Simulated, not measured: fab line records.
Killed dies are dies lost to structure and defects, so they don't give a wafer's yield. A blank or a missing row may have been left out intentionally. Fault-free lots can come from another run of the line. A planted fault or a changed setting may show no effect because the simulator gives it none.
fab line records	flow sky130
record lots=6	wafers=18	last-day=48
route steps=708 shown CONTACT@411 METAL1@434 PAD_OPEN@708
lots untouched by any fault: they come from a run of this same line in which no faults occurred
start-h: the number of hours between the record's first day and the start of the first shown wafer of the lot	wait-h: how many hours have passed since the lot's step before this one	" the same as in the row above	L1.1+2: several wafers, shown together as one row	- no value, or no start given	* or withheld: withheld	< > ~ a bound
route shown NAME@n: names a module that has steps shown in the file, with the first one's number in the route	usual: mean/standard deviation taken from wafers without a fault	same: alike in all rows	chamber/n: place in a boat	sites: each site's reading	_std_site: the values' standard deviation	_edge_site: the outer-site mean with the inner-site mean subtracted	radius-mm: how far each site lies from the wafer's centre	mask NAME#n: copy n	behind: tool/chamber where the wafer was last shaped	hold: the reason the lot was held/the length of the hold in hours/how it ended	device: whichever transistor did not switch (one of n, p or np)	end of line: at the end of the route, the tests of the same wafers	where a step has no rows: the recipe by itself	killed: the dies lost at the first sort to structure and to defects; this is not the yield of the wafer	map: dies across one wafer; x = killed, . = not, _ = none there
set.NAME: the setting as run; set.NAME@STEP: as run at that earlier step	model.NAME: the simulator's own value behind a step, which no gauge read
lots at selected steps of the route; one table per step, one row per wafer
services: from which hour (start-h, from the record's first day; less than 0 if before it) a tool's chamber was out of use, for how many hours, and why
## steps
# step SKY_CONTACT_BOW_MEAS_05
# recipe mode=bow
# usual CONTACT_BOW=83/6.3
lot.wafer	tool	chamber	start-h	wait-h	CONTACT_BOW[um]
L817.3	film-metro-01	-	704.51	0.2	79
L817.4	"	-	"	"	80
L817.6	"	-	"	"	78
L818.1	film-metro-04	-	714.20	0.1	85
L818.4	"	-	"	"	81
L818.5	"	-	"	"	78
L820.3	film-metro-01	-	723.57	0.2	75
L820.4	"	-	"	"	89
L820.6	"	-	"	"	87
L823.2	film-metro-03	-	770.18	0.2	87
L823.4	"	-	"	"	75
L823.6	"	-	"	"	92
L824.3	film-metro-01	-	790.51	0.1	85
L824.5	"	-	"	"	84
L824.6	"	-	"	"	104
L829.2	film-metro-03	-	810.35	0.2	83
L829.4	"	-	"	"	84
L829.6	"	-	"	"	88
# step SKY_CONTACT_DEHYDRATE_06
# recipe temp-c=200	time-s=60
# step SKY_CONTACT_HMDS_07
# recipe prime-time-s=60	prime-temp-c=120
# step SKY_CONTACT_COAT_08
# recipe resist=BARC	temp-c=withheld	time-s=withheld	spin-rpm=3000	resist-thk-nm=60
# step SKY_CONTACT_COAT_09
# recipe resist=KrF-thick	spin-rpm=3000	resist-thk-nm=450
# step SKY_CONTACT_SOFTBAKE_10
# recipe temp-c=100	time-s=90	resist=KrF-thick
# step SKY_CONTACT_EXPOSE_11
# recipe mask-id=CTM1	na=0.8	source-shape=annular	sigma-inner=0.55	sigma-outer=0.85	target-cd-nm=170	dose-mj=38
# step SKY_CONTACT_PEB_12
# recipe peb-temp-c=withheld	peb-time-s=withheld	resist=KrF-thick
# step SKY_CONTACT_DEVELOP_13
# recipe develop-time-s=60	resist=KrF-thick	dev-temp-c=21
# step SKY_CONTACT_CD_MEAS_14
# recipe target-cd-nm=170
# usual cd-nm=169.9/1.6
lot.wafer	tool	chamber	start-h	wait-h	cd-nm
L817.3	cd-sem-01	-	731.93	-	170.1
L817.4	"	-	"	"	171.0
L817.6	"	-	"	"	169.9
L818.1	cd-sem-02	-	741.01	-	170.7
L818.4	"	-	"	"	170.8
L818.5	"	-	"	"	171.1
L820.3	cd-sem-02	-	751.53	-	171.7
L820.4	"	-	"	"	171.4
L820.6	"	-	"	"	170.8
L823.2	cd-sem-01	-	796.31	-	171.7
L823.4	"	-	"	"	171.4
L823.6	"	-	"	"	171.4
L824.3	cd-sem-02	-	816.70	-	170.0
L824.5	"	-	"	"	170.5
L824.6	"	-	"	"	170.1
L829.2	cd-sem-02	-	836.68	-	169.7
L829.4	"	-	"	"	168.0
L829.6	"	-	"	"	169.5
# step SKY_CONTACT_OVL_MEAS_15
# usual CONTACT_OVL=-1/5.4
lot.wafer	tool	chamber	start-h	wait-h	CONTACT_OVL[nm]
L817.3	overlay-02	-	732.02	0.1	0
L817.4	"	-	"	"	-1
L817.6	"	-	"	"	-1
L818.1	overlay-02	-	741.13	0.1	6
L818.4	"	-	"	"	-1
L818.5	"	-	"	"	-1
L820.3	overlay-01	-	751.62	0.1	5
L820.4	"	-	"	"	9
L820.6	"	-	"	"	5
L823.2	overlay-02	-	796.41	0.1	-6
L823.4	"	-	"	"	-6
L823.6	"	-	"	"	-15
L824.3	overlay-02	-	816.79	0.1	-3
L824.5	"	-	"	"	-2
L824.6	"	-	"	"	-11
L829.2	overlay-01	-	836.79	0.1	6
L829.4	"	-	"	"	7
L829.6	"	-	"	"	11
# step SKY_CONTACT_ETCH_16
# recipe chemistry=N2/H2	target=BARC	ion-energy-ev=200	source-w=500	bias-w=100	pressure-mtorr=30	n2-flow-sccm=100	h2-flow-sccm=200	stop-on=SiO2	time-s=45.9	target-depth-a=600
# usual chamber-pressure-mTorr=30.005/0.027	drypump-motor-current-A=5.8/0.33	h2-flow-sccm=200.0/0.58	oes-product-au=0.855/0.0052	throttle-valve-pct=13.226/0.0094
lot.wafer	tool	chamber	start-h	wait-h	chamber-pressure-mTorr	drypump-motor-current-A	h2-flow-sccm	oes-product-au	rf-hours-counter-h	throttle-valve-pct
L817.3	rie-diel-01	3	732.05	0.0	29.976	5.6	200.3	0.856	4	13.231
L817.4	"	1	"	"	30.027	5.8	198.7	0.857	12	13.225
L817.6	"	1	"	"	29.996	5.8	199.6	0.859	-	13.225
L818.1	rie-diel-03	2	741.17	0.0	29.960	5.7	199.9	0.851	10	13.242
L818.4	"	3	"	"	30.045	5.7	199.7	0.857	13	13.229
L818.5	"	3	"	"	29.988	5.7	199.9	0.860	-	13.209
L820.3	rie-diel-04	2	751.65	0.0	30.003	6.1	200.0	0.865	11	13.214
L820.4	"	0	"	"	29.986	5.0	200.5	0.860	5	13.228
L820.6	"	2	"	"	29.959	6.1	199.5	0.866	-	13.241
L823.2	rie-diel-01	0	796.44	0.0	30.014	5.7	199.8	0.846	3	13.229
L823.4	"	2	"	"	29.971	6.0	200.1	0.860	11	13.234
L823.6	"	1	"	"	29.999	5.8	199.9	0.859	-	13.206
L824.3	rie-diel-01	1	816.82	0.0	30.010	5.7	200.0	0.852	15	13.221
L824.5	"	2	"	"	30.001	6.1	200.5	0.856	-	13.217
L824.6	"	3	"	"	30.061	5.6	200.0	0.846	-	13.247
L829.2	rie-diel-01	2	836.82	0.0	30.007	6.0	199.6	0.849	13	13.242
L829.4	"	1	"	"	30.080	5.8	200.8	0.855	16	13.229
L829.6	"	0	"	"	30.046	5.7	200.5	0.850	-	13.223
# step SKY_CONTACT_ETCH_17
# recipe target=SiO2	chemistry=C4F8/O2/Ar	stop-on=Si3N4	mask-material=KrF-thick	source-w=1500	bias-w=1200	pressure-mtorr=40	c4f8-flow-sccm=withheld	O2_flow_sccm=6	Ar_flow_sccm=300	time-s=withheld	target-depth-a=3400
# usual chamber-pressure-mTorr=40.00/0.04	oes-product-au=0.892/0.0048
lot.wafer	tool	chamber	start-h	wait-h	chamber-pressure-mTorr	oes-product-au
L817.3	rie-diel-01	3	732.09	0.0	40.02	0.885
L817.4	"	1	"	"	39.94	0.891
L817.6	"	1	"	"	40.00	0.903
L818.1	rie-diel-03	2	741.21	0.0	40.03	0.890
L818.4	"	3	"	"	40.02	0.888
L818.5	"	3	"	"	39.99	0.888
L820.3	rie-diel-04	2	751.69	0.0	39.98	0.896
L820.4	"	0	"	"	40.08	0.894
L820.6	"	2	"	"	40.01	0.888
L823.2	rie-diel-01	0	796.49	0.0	40.06	0.885
L823.4	"	2	"	"	39.99	0.889
L823.6	"	1	"	"	39.99	0.888
L824.3	rie-diel-01	1	816.86	0.0	40.00	0.893
L824.5	"	2	"	"	40.01	0.897
L824.6	"	3	"	"	39.97	0.901
L829.2	rie-diel-01	2	836.86	0.0	40.05	0.894
L829.4	"	1	"	"	40.02	0.894
L829.6	"	0	"	"	39.97	0.892
# step SKY_CONTACT_ETCH_18
# recipe target=Si3N4	chemistry=CHF3/O2	stop-on=TiN	source-w=600	bias-w=200	pressure-mtorr=40	chf3-flow-sccm=50	O2_flow_sccm=5	time-s=39	target-depth-a=750
# step SKY_CONTACT_STRIP_19
# recipe chemistry=O2/N2	power-w=1400	pressure-mtorr=1500	platen-temp-c=withheld	o2-flow-sccm=3000	n2-flow-sccm=300	overash-fraction=0.5
# usual chamber-pressure-mTorr=1499.8/1.3	drypump-motor-current-A=5.7/0.35	o2-flow-sccm=2999/7.9	oes-product-au=0.380/0.0042	strip-time-to-endpoint-s=3.616/0.024
# same overash-fraction=0.5
lot.wafer	tool	chamber	start-h	wait-h	chamber-pressure-mTorr	drypump-motor-current-A	o2-flow-sccm	oes-product-au	rf-hours-counter-h	strip-time-to-endpoint-s
L817.3	plasma-asher-02	0	732.21	-	1501.2	5.8	3004	0.385	-	3.646
L817.4	"	1	"	"	1499.7	5.9	3005	0.382	-	3.662
L817.6	"	0	"	"	1500.4	5.8	2998	0.385	-	3.655
L818.1	plasma-asher-02	1	741.30	-	1498.1	5.9	2978	0.383	30	3.620
L818.4	"	0	"	"	1501.6	5.8	2992	0.379	-	3.633
L818.5	"	1	"	"	1500.6	5.9	2991	0.378	-	3.602
L820.3	plasma-asher-02	0	751.81	-	1499.0	5.8	3005	0.384	-	3.620
L820.4	"	1	"	"	1499.8	5.9	2995	0.375	-	3.624
L820.6	"	1	"	"	1500.8	5.9	2997	0.385	-	3.635
L823.2	plasma-asher-01	0	796.58	-	1499.9	5.3	2996	0.378	6	3.620
L823.4	"	0	"	"	1499.0	5.3	2990	0.381	-	3.601
L823.6	"	1	"	"	1497.1	5.9	3001	0.377	-	3.597
L824.3	plasma-asher-03	0	816.98	-	1498.4	4.9	3003	0.388	-	3.652
L824.5	"	0	"	"	1498.7	4.9	3001	0.380	-	3.639
L824.6	"	1	"	"	1497.9	6.0	3013	0.374	-	3.602
L829.2	plasma-asher-02	0	836.95	-	1497.2	5.8	2999	0.374	39	3.617
L829.4	"	1	"	"	1500.9	5.9	2995	0.384	-	3.638
L829.6	"	0	"	"	1500.0	5.8	3005	0.387	-	3.623
# step SKY_CONTACT_STRIP_20
# recipe chemistry=post-etch-residue-remover	time-s=1200	temp-c=72.5
# step SKY_CONTACT_CLEAN_21
# recipe chemistry=IPA	time-s=180	temp-c=25
# step SKY_CONTACT_CLEAN_22
# recipe chemistry=O3/DIW	dry=n2-spin
# step SKY_CONTACT_SPUTTER_23
# recipe material=TiN	target-thk-nm=20	chamber-pressure-pa=5	power-w=4000	time-s=80
# step SKY_CONTACT_CVD_24
# recipe material=W	target-thk-nm=340	time-s=102.12	temp-c=400	pressure-torr=40
# step SKY_CONTACT_RS_MEAS_25
# recipe thk-meas-gauge=four-point-probe	reads=W_of_CONTACT_CVD_24+TiN_of_CONTACT_SPUTTER_23
# usual CONTACT_W_RS=0.336/0.0047
lot.wafer	tool	chamber	start-h	wait-h	CONTACT_W_RS[ohm/sq]
L817.3	film-metro-01	-	733.02	0.1	0.339
L817.4	"	-	"	"	0.328
L817.6	"	-	"	"	0.335
L818.1	film-metro-04	-	742.08	0.1	0.332
L818.4	"	-	"	"	0.337
L818.5	"	-	"	"	0.336
L820.3	film-metro-01	-	752.63	0.1	0.337
L820.4	"	-	"	"	0.328
L820.6	"	-	"	"	0.331
L823.2	film-metro-03	-	797.36	0.1	0.344
L823.4	"	-	"	"	0.343
L823.6	"	-	"	"	0.342
L824.3	film-metro-04	-	817.75	0.1	0.336
L824.5	"	-	"	"	0.341
L824.6	"	-	"	"	0.345
L829.2	film-metro-03	-	837.73	0.1	0.335
L829.4	"	-	"	"	0.331
L829.6	"	-	"	"	0.339
# step SKY_CONTACT_THK_MEAS_26
# recipe thk-meas-gauge=xrf	reads=W_of_CONTACT_CVD_24
# usual CONTACT_W_THK=347/5.9
lot.wafer	tool	chamber	start-h	wait-h	CONTACT_W_THK[nm]
L817.3	film-metro-01	-	733.12	0.1	345
L817.4	"	-	"	"	356
L817.6	"	-	"	"	349
L818.1	film-metro-04	-	742.20	0.1	346
L818.4	"	-	"	"	342
L818.5	"	-	"	"	340
L820.3	film-metro-01	-	752.73	0.1	349
L820.4	"	-	"	"	357
L820.6	"	-	"	"	355
L823.2	film-metro-03	-	797.47	0.1	337
L823.4	"	-	"	"	340
L823.6	"	-	"	"	340
L824.3	film-metro-04	-	817.85	0.1	342
L824.5	"	-	"	"	339
L824.6	"	-	"	"	334
L829.2	film-metro-03	-	837.84	0.1	346
L829.4	"	-	"	"	348
L829.6	"	-	"	"	340
# step SKY_CONTACT_CMP_27
# recipe stop-on=SiO2	t-overpolish-s=15	down-force-psi=3.5	platen-rpm=60	target-thk-nm=0	pad-velocity-m-s=0.94248
# step SKY_METAL1_SPUTTER_00
# recipe material=Ti	target-thk-nm=15	power-w=3000	time-s=10	chamber-pressure-pa=0.4
# step SKY_METAL1_SPUTTER_01
# recipe material=TiN	target-thk-nm=20	power-w=6500	time-s=16.7	chamber-pressure-pa=0.4
# usual throttle-valve-pct=30.1/0.63
lot.wafer	tool	chamber	start-h	wait-h	throttle-valve-pct
L817.3	pvd-sputter-02	-	733.48	0.0	29.7
L817.4	"	-	"	"	31.2
L817.6	"	-	"	"	29.3
L818.1	pvd-sputter-03	-	742.58	0.0	30.8
L818.4	"	-	"	"	30.8
L818.5	"	-	"	"	31.3
L820.3	pvd-sputter-02	-	753.09	0.0	31.2
L820.4	"	-	"	"	29.7
L820.6	"	-	"	"	29.9
L823.2	pvd-sputter-04	-	797.84	0.0	29.8
L823.4	"	-	"	"	29.6
L823.6	"	-	"	"	30.2
L824.3	pvd-sputter-02	-	818.22	0.0	29.4
L824.5	"	-	"	"	29.9
L824.6	"	-	"	"	29.6
L829.2	pvd-sputter-04	-	838.22	0.0	31.0
L829.4	"	-	"	"	29.7
L829.6	"	-	"	"	29.8
# step SKY_METAL1_SPUTTER_02
# recipe material=AlCu	target-thk-nm=250	power-w=10600	time-s=13.3	chamber-pressure-pa=0.4
# step SKY_METAL1_SPUTTER_03
# recipe material=Ti	target-thk-nm=5	power-w=3000	time-s=3.3	chamber-pressure-pa=0.4
# usual throttle-valve-pct=30.2/0.64
lot.wafer	tool	chamber	start-h	wait-h	throttle-valve-pct
L817.3	pvd-sputter-02	-	733.53	0.0	29.4
L817.4	"	-	"	"	31.4
L817.6	"	-	"	"	29.3
L818.1	pvd-sputter-03	-	742.63	0.0	31.0
L818.4	"	-	"	"	31.3
L818.5	"	-	"	"	31.1
L820.3	pvd-sputter-02	-	753.14	0.0	31.4
L820.4	"	-	"	"	29.6
L820.6	"	-	"	"	29.9
L823.2	pvd-sputter-04	-	797.89	0.0	29.7
L823.4	"	-	"	"	29.5
L823.6	"	-	"	"	30.3
L824.3	pvd-sputter-02	-	818.27	0.0	29.4
L824.5	"	-	"	"	30.0
L824.6	"	-	"	"	29.3
L829.2	pvd-sputter-04	-	838.27	0.0	30.9
L829.4	"	-	"	"	29.9
L829.6	"	-	"	"	29.7
# step SKY_METAL1_SPUTTER_04
# recipe material=TiN	target-thk-nm=70	power-w=6500	time-s=58.3	chamber-pressure-pa=0.4
# step SKY_METAL1_RS_MEAS_05
# recipe thk-meas-gauge=four-point-probe	reads=TiN_of_METAL1_SPUTTER_04+Ti_of_METAL1_SPUTTER_03+AlCu_of_METAL1_SPUTTER_02+TiN_of_METAL1_SPUTTER_01+Ti_of_METAL1_SPUTTER_00
# usual METAL1_ALCU_RS=0.1269/0.00098
lot.wafer	tool	chamber	start-h	wait-h	METAL1_ALCU_RS[ohm/sq]
L817.3	film-metro-03	-	733.64	0.1	0.1277
L817.4	"	-	"	"	0.1268
L817.6	"	-	"	"	0.1272
L818.1	film-metro-02	-	742.70	0.0	0.1261
L818.4	"	-	"	"	0.1255
L818.5	"	-	"	"	0.1268
L820.3	film-metro-03	-	753.25	0.1	0.1281
L820.4	"	-	"	"	0.1291
L820.6	"	-	"	"	0.1283
L823.2	film-metro-03	-	797.98	0.0	0.1267
L823.4	"	-	"	"	0.1269
L823.6	"	-	"	"	0.1260
L824.3	film-metro-03	-	818.37	0.1	0.1272
L824.5	"	-	"	"	0.1270
L824.6	"	-	"	"	0.1271
L829.2	film-metro-03	-	838.35	0.0	0.1272
L829.4	"	-	"	"	0.1277
L829.6	"	-	"	"	0.1266
# step SKY_METAL1_THK_MEAS_06
# recipe thk-meas-gauge=xrf	reads=AlCu_of_METAL1_SPUTTER_02
# usual METAL1_ALCU_THK=251.2/2
lot.wafer	tool	chamber	start-h	wait-h	METAL1_ALCU_THK[nm]
L817.3	film-metro-03	-	733.74	0.1	249.4
L817.4	"	-	"	"	252.5
L817.6	"	-	"	"	252.7
L818.1	film-metro-02	-	742.82	0.1	252.4
L818.4	"	-	"	"	253.3
L818.5	"	-	"	"	248.6
L820.3	film-metro-03	-	753.35	0.1	252.3
L820.4	"	-	"	"	249.7
L820.6	"	-	"	"	250.1
L823.2	film-metro-03	-	798.09	0.1	252.8
L823.4	"	-	"	"	253.2
L823.6	"	-	"	"	254.6
L824.3	film-metro-03	-	818.47	0.1	249.0
L824.5	"	-	"	"	251.0
L824.6	"	-	"	"	253.0
L829.2	film-metro-03	-	838.46	0.1	249.2
L829.4	"	-	"	"	250.9
L829.6	"	-	"	"	251.6
# step SKY_METAL1_DEHYDRATE_07
# recipe temp-c=200	time-s=60
# step SKY_METAL1_HMDS_08
# recipe prime-time-s=60	prime-temp-c=120
# step SKY_METAL1_COAT_09
# recipe resist=BARC	temp-c=withheld	time-s=withheld	spin-rpm=3000	resist-thk-nm=60
# step SKY_METAL1_COAT_10
# recipe resist=KrF-thick	spin-rpm=3000	resist-thk-nm=450
# step SKY_METAL1_SOFTBAKE_11
# recipe temp-c=100	time-s=90	resist=KrF-thick
# step SKY_METAL1_EXPOSE_12
# recipe mask-id=MM1	na=0.8	source-shape=annular	sigma-inner=0.55	sigma-outer=0.85	target-cd-nm=140	dose-mj=28
# step SKY_METAL1_PEB_13
# recipe peb-temp-c=withheld	peb-time-s=withheld	resist=KrF-thick
# step SKY_METAL1_DEVELOP_14
# recipe develop-time-s=60	resist=KrF-thick	dev-temp-c=21
# step SKY_METAL1_CD_MEAS_15
# recipe target-cd-nm=140
# usual cd-nm=139.7/1.5
lot.wafer	tool	chamber	start-h	wait-h	cd-nm
L817.3	cd-sem-02	-	761.53	-	139.1
L817.4	"	-	"	"	140.0
L817.6	"	-	"	"	137.8
L818.1	cd-sem-01	-	769.81	-	141.6
L818.4	"	-	"	"	142.6
L818.5	"	-	"	"	141.2
L820.3	cd-sem-02	-	780.95	-	138.3
L820.4	"	-	"	"	138.4
L820.6	"	-	"	"	138.9
L823.2	cd-sem-01	-	824.56	-	138.5
L823.4	"	-	"	"	139.1
L823.6	"	-	"	"	138.4
L824.3	cd-sem-01	-	845.27	-	137.7
L824.5	"	-	"	"	138.4
L824.6	"	-	"	"	138.7
L829.2	cd-sem-02	-	864.81	-	142.5
L829.4	"	-	"	"	141.0
L829.6	"	-	"	"	142.3
# step SKY_METAL1_OVL_MEAS_16
# usual METAL1_OVL=-5/6.4
lot.wafer	tool	chamber	start-h	wait-h	METAL1_OVL[nm]
L817.3	overlay-01	-	761.62	0.1	5
L817.4	"	-	"	"	-5
L817.6	"	-	"	"	-2
L818.1	overlay-02	-	769.93	0.1	-11
L818.4	"	-	"	"	-8
L818.5	"	-	"	"	-7
L820.3	overlay-01	-	781.04	0.1	-5
L820.4	"	-	"	"	-12
L820.6	"	-	"	"	-9
L823.2	overlay-01	-	824.66	0.1	-8
L823.4	"	-	"	"	1
L823.6	"	-	"	"	3
L824.3	overlay-01	-	845.36	0.1	-13
L824.5	"	-	"	"	-13
L824.6	"	-	"	"	-5
L829.2	overlay-01	-	864.92	0.1	-8
L829.4	"	-	"	"	-5
L829.6	"	-	"	"	-3
# step SKY_METAL1_DESCUM_17
# recipe chemistry=O2	source-power-w=150	bias-power-w=0	pressure-mtorr=10	temp-c=40	time-s=8
# usual chamber-pressure-mTorr=10.001/0.0088	drypump-motor-current-A=5.8/0.47	oes-product-au=1.001/0.0081
# same bias-power-w=0
lot.wafer	tool	chamber	start-h	wait-h	chamber-pressure-mTorr	drypump-motor-current-A	oes-product-au	rf-hours-counter-h
L817.3	rie-metal-02	0	761.65	0.0	10.010	6.1	1.004	-
L817.4	"	1	"	"	9.998	5.3	1.013	-
L817.6	"	1	"	"	10.009	5.4	1.012	-
L818.1	rie-metal-01	0	769.97	0.0	10.009	5.9	1.000	2
L818.4	"	0	"	"	9.994	5.9	1.003	-
L818.5	"	0	"	"	9.999	5.9	0.999	-
L820.3	rie-metal-02	1	781.08	0.0	10.010	5.4	1.000	-
L820.4	"	0	"	"	10.012	6.2	1.005	-
L820.6	"	0	"	"	9.993	6.1	1.000	-
L823.2	rie-metal-01	0	824.69	0.0	10.005	5.9	1.009	4
L823.4	"	0	"	"	9.990	5.9	0.997	-
L823.6	"	0	"	"	9.993	5.9	0.998	-
L824.3	rie-metal-02	0	845.39	0.0	10.005	6.1	0.997	-
L824.5	"	1	"	"	10.001	5.3	1.005	-
L824.6	"	0	"	"	9.989	6.1	1.004	-
L829.2	rie-metal-04	1	864.95	0.0	10.005	6.5	1.000	3
L829.4	"	1	"	"	9.999	6.5	0.996	-
L829.6	"	0	"	"	9.995	5.6	1.013	-
# step SKY_METAL1_ETCH_18
# recipe chemistry=N2/H2	target=BARC	ion-energy-ev=200	bias-w=100	pressure-mtorr=30	n2-flow-sccm=100	h2-flow-sccm=200	icp-w=500	stop-on=SiO2	time-s=45.9	target-depth-a=600
# step SKY_PAD_OPEN_PROBE_99
# usual killed_at_M0_to_M3=44/6	killed_at_M4_up=3.3/2.1	killed-at-contacts=25/5.5	killed-at-front-end=15/4.3	killed-dies=88/9.1	killed-open=48/6.6	killed-short=39/6.7
# same gross-dies=492	killed-at-back-side=0	killed-at-other=0
lot.wafer	tool	chamber	start-h	wait-h	killed_at_M0_to_M3	killed_at_M4_up	killed-at-contacts	killed-at-front-end	killed-dies	killed-open	killed-short
L823.2	prober-01	-	1128.27	0.1	45	3	25	22	95	55	39
L823.4	prober-01	-	1128.37	0.2	38	8	18	20	84	43	41
L823.6	prober-01	-	1128.47	0.2	38	5	32	13	88	52	36
L824.3	prober-01	-	1135.98	0.2	32	0	71	9	112	31	29
L824.5	prober-01	-	1136.08	0.2	43	4	69	14	130	38	38
L824.6	prober-01	-	1136.13	0.2	49	3	73	8	133	37	41
L829.2	prober-02	-	1153.37	0.1	51	1	77	12	141	48	39
L829.4	prober-02	-	1153.47	0.2	41	3	71	15	130	43	32
L829.6	prober-02	-	1153.57	0.2	48	2	60	20	130	60	33
# killed by level:class
L823.2 CONTACT:geometric-particle:open=11 VIA1:geometric-particle:open=11 METAL1:geometric-particle:short=7 VIA2:geometric-particle:open=7 POLY_GATE:geometric-particle:open=6 LI_CONTACT:geometric-particle:open=6 VIA3:geometric-particle:open=6 POLY_GATE:geometric-particle:short=5
L823.4 VIA1:geometric-particle:open=9 METAL2:geometric-particle:short=8 LI_CONTACT:geometric-particle:open=7 VIA2:geometric-particle:open=7 FIELD_ISO:geometric-particle:short=6 CONTACT:geometric-particle:open=6 FIELD_ISO:geometric-particle:open=5 LOCAL_INTERCONNECT:geometric-particle:short=5
L823.6 LI_CONTACT:geometric-particle:open=12 CONTACT:geometric-particle:open=11 VIA1:geometric-particle:open=9 VIA2:geometric-particle:open=7 VIA3:geometric-particle:open=6 LI_CONTACT:geometric-particle:short=5 FIELD_ISO:geometric-particle:short=4 METAL4:geometric-particle:short=4
L824.3 CONTACT:unspecified=52 VIA1:geometric-particle:open=13 CONTACT:geometric-particle:short=8 VIA3:geometric-particle:short=6 LI_CONTACT:geometric-particle:open=4 CONTACT:geometric-particle:open=4 FIELD_ISO:geometric-particle:open=3 FIELD_ISO:geometric-particle:short=3
L824.5 CONTACT:unspecified=53 VIA1:geometric-particle:open=10 VIA1:geometric-particle:short=7 VIA3:geometric-particle:open=7 CONTACT:geometric-particle:open=6 LI_CONTACT:geometric-particle:open=6 METAL1:geometric-particle:short=6 FIELD_ISO:geometric-particle:short=5
L824.6 CONTACT:unspecified=55 METAL1:geometric-particle:short=12 VIA2:geometric-particle:open=7 CONTACT:geometric-particle:short=7 VIA1:geometric-particle:open=7 CONTACT:geometric-particle:open=6 FIELD_ISO:geometric-particle:open=4 VIA2:geometric-particle:short=4
L829.2 CONTACT:unspecified=54 VIA1:geometric-particle:open=10 METAL1:geometric-particle:short=9 VIA3:geometric-particle:open=8 VIA1:geometric-particle:short=8 VIA2:geometric-particle:open=8 LI_CONTACT:geometric-particle:open=6 CONTACT:geometric-particle:short=5
L829.4 CONTACT:unspecified=55 VIA1:geometric-particle:open=11 VIA3:geometric-particle:open=8 METAL1:geometric-particle:short=6 FIELD_ISO:geometric-particle:open=5 METAL2:geometric-particle:short=5 CONTACT:geometric-particle:short=5 POLY_GATE:geometric-particle:open=4
L829.6 CONTACT:unspecified=37 VIA1:geometric-particle:open=15 LI_CONTACT:geometric-particle:open=9 POLY_GATE:geometric-particle:open=8 CONTACT:geometric-particle:open=7 VIA2:geometric-particle:open=7 VIA3:geometric-particle:open=6 VIA3:geometric-particle:short=5
# map L824.6 (x killed, . not)
__________....xx...._________
________.x...xx......._______
______x.x...x.x....x...._____
_____x.xxx...............____
____x.x.x....x.....x.....x___
___............x..x........__
__...xx........x......x.x..x_
_....x........x...x.x...x....
_.xx........x.x.x.......xx...
_x.........xxxxxxxx..x.......
_.....x...x.xxxxxxxx......xx.
_.........x.xxxxxxx.x........
_..x.......xxxxxxxxx...x.....
_..xx..x...xxxxxxxxx...x....x
_x...x.....xxxxxx..xx..x.....
__...x...x..x.xx...x....x..x_
___.........x..x.xx....x...__
____.....x.x........x.....___
_____..xx..x......x......____
______.......x..x..x...x_____
________........x....._______
__________x........._________
# map L829.2 (x killed, . not)
__________.........._________
________x......x.x..x._______
______....x.......x....._____
_____x.....x..x.x....x...____
____x....x........xx......___
___..x......xx....xx.....x.__
__x...x...x.x......x.x......_
_x.....x.x...x.....xx.......x
_.........x..xx.......x....x.
_x..x.....x..................
_......x.....x..x...x...x...x
_.x....x.xxxxx...x..x.....x..
_xx...xxxxxxxxx..............
_..xx.xxxxxxxx.x..x.x.x...x..
_.....xxxxxxx.x...x..x...x...
__...xxxxxxxxxx.........xx.._
___...xxxxxxxxxx.....x.....__
____..xxxxxx..x.........xx___
_____...x..x..........x.x____
______x.x...x..........._____
________.......x...xx._______
__________xx......xx_________
## services
tool	chamber	start-h	hours	kind
rie-diel-03	-	708.13	0.3	repair
rie-diel-01	2	721.83	3.8	repair
rie-metal-01	1	728.34	-	clean
rie-metal-01	1	728.34	15.7	scheduled-down
pvd-sputter-03	-	731.38	3.1	repair
plasma-asher-01	-	733.75	9.0	pm
plasma-asher-03	-	740.91	4.3	pm
plasma-asher-02	-	751.96	3.3	repair
rie-metal-04	-	755.96	0.3	repair
rie-metal-04	-	773.53	0.4	repair
pvd-sputter-04	-	775.92	5.5	repair
plasma-asher-03	-	790.82	15.6	pm
pvd-sputter-04	0	811.75	-	consumable-replace:kit
pvd-sputter-04	0	811.75	18.0	scheduled-down
pvd-sputter-04	0	811.75	18.0	vent-cycle
pvd-sputter-03	-	814.03	9.2	repair
pvd-sputter-04	-	816.93	2.1	repair
rie-diel-03	-	827.23	15.6	pm
pvd-sputter-02	-	832.51	12.7	repair
pvd-sputter-03	-	842.93	0.7	repair
rie-diel-03	1	853.16	3.9	repair
pvd-sputter-02	2	861.36	-	consumable-replace:kit
pvd-sputter-02	2	861.36	18.0	scheduled-down
pvd-sputter-02	2	861.36	18.0	vent-cycle
## key
first-sign step=SKY_PAD_OPEN_PROBE_99	reading=killed-at-contacts	direction=up	sigmas=8.2	usual=25	struck=70
effect step=SKY_PAD_OPEN_PROBE_99	reading=killed-dies	direction=up	sigmas=4.6	usual=88	struck=129
met-at SKY_CONTACT_ETCH_17
struck-wafers L824.3,L824.5,L824.6,L829.2,L829.4,L829.6
tester-left-out L824,L829
onset-between 796.49 816.86
also-fits time
fault kind=chamber-particle-source	tool=rie-diel-01	chamber=-	onset-h=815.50	steps=SKY_CONTACT_ETCH_17	rate-per-visit-cm2=0.87615	end-h=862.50
# tester-left-out: of these lots the tester's yield and bins aren't shown, on N5 and GAA mostly nor the transistor test; their killed dies are dies lost to structure and defects alone, not to doping, threshold or leakage, so they don't give the yield
